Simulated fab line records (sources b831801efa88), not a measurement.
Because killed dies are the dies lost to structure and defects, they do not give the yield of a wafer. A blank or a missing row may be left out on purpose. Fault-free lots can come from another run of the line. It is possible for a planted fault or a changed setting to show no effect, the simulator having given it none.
Code-filled problem report in 8D (eight disciplines) form | flow gf180mcu | the parts of the form that need people (team, actions taken, sign-off) are left out

== 1. WHAT IS WRONG ==
Mean of overpolishRunS at GF_V5_CMP_26: 19.023 s across 6 wafers in 2 lots; on wafers with no fault it is 15.001 s (standard deviation 0.009). So: +99 or more standard deviations from the usual mean.
The step: polishes, stops on SiO2, t overpolish 15 s, target thk 0 nm.
First observed at day 29 14:04: wafer L752.2, on cmp-01. Wafers with a number at this step in the record: 39, from 13 lots. The rule behind "out" and "out of limits": a value lying over 4 standard deviations away from the usual mean. All remaining wafers that have a number are taken as sound.

== 2. WHAT IT IS, AND WHAT IT ISN'T ==
question                    | is                     | is not
which readings at this step | overpolishRunS         | headPressurePsi, motorCurrentA, slurryFilterDpKPa
which lots                  | L752, L754             | L746, L747, L748, L749, L751, L753, L756, L764, L765, L766, L767
which wafers of those lots  | all that have a number | -
read on which tools         | cmp-01                 | cmp-02
when                        | from day 29 14:04      | up to then (15 sound wafers); but 18 sound wafers of L753, L756, L764, L765, L766, L767 came after

== 3. SUSPECTS, AND WHAT RULES EACH OUT ==
Counting: a tool at a process step up to the reading stays a suspect if it ran every lot that is out and no sound lot after the first of them.
- pvdSputter-03 at GF_V5_SPUTTER_22 (material TiN, target thk 10 nm, time 41.93 s): ruled out as a lasting fault. Following L752 (day 29 13:38), the first lot on it that is out, the sound lots L765 were run on it.
- cvdW-02 at GF_V5_CVD_23 (deposits W, target thk 350 nm, time 104.9 s): ruled out as a lasting fault. Following L752 (day 29 13:40), the first lot on it that is out, the sound lots L753, L756, L764, L767 were run on it.
- cmp-01 at GF_V5_CMP_26 (polishes, stops on SiO2, t overpolish 15 s, target thk 0 nm): ruled out as a lasting fault. Following L752 (day 29 14:04), the first lot on it that is out, the sound lots L764, L767 were run on it.
Left after counting: nothing in the record.

== 4. THE CAUSE (what the simulator had put in) ==
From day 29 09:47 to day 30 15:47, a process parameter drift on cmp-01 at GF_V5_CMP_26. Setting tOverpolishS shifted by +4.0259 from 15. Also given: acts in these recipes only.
Counting ruled it out, wrongly.

== 5. THE EFFECT CHAIN, in route order ==
Each row: a reading where the mean over the struck wafers with a number is more than 3 standard deviations away from the usual. Only readings for which the record gives a usual standard deviation are gone through. hours: the time from each lot's start at the first step in this table that gives one to its start at this step, as a median over the lots. sigmas: the change in usual standard deviations.
hours | step         | reading        | usual    | on struck wafers | change | sigmas
0     | GF_V5_CMP_26 | overpolishRunS | 15.001 s | 19.023           | +4.022 | +99 or more
Here are the process steps it includes:
- GF_V5_CMP_26: polishes, stops on SiO2, t overpolish 15 s, target thk 0 nm.

== 6. HOW IT WOULD HAVE BEEN CAUGHT EARLIER ==
In this record the first reading out of limits was taken at day 29 14:04, 4 hours after the fault began at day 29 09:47.
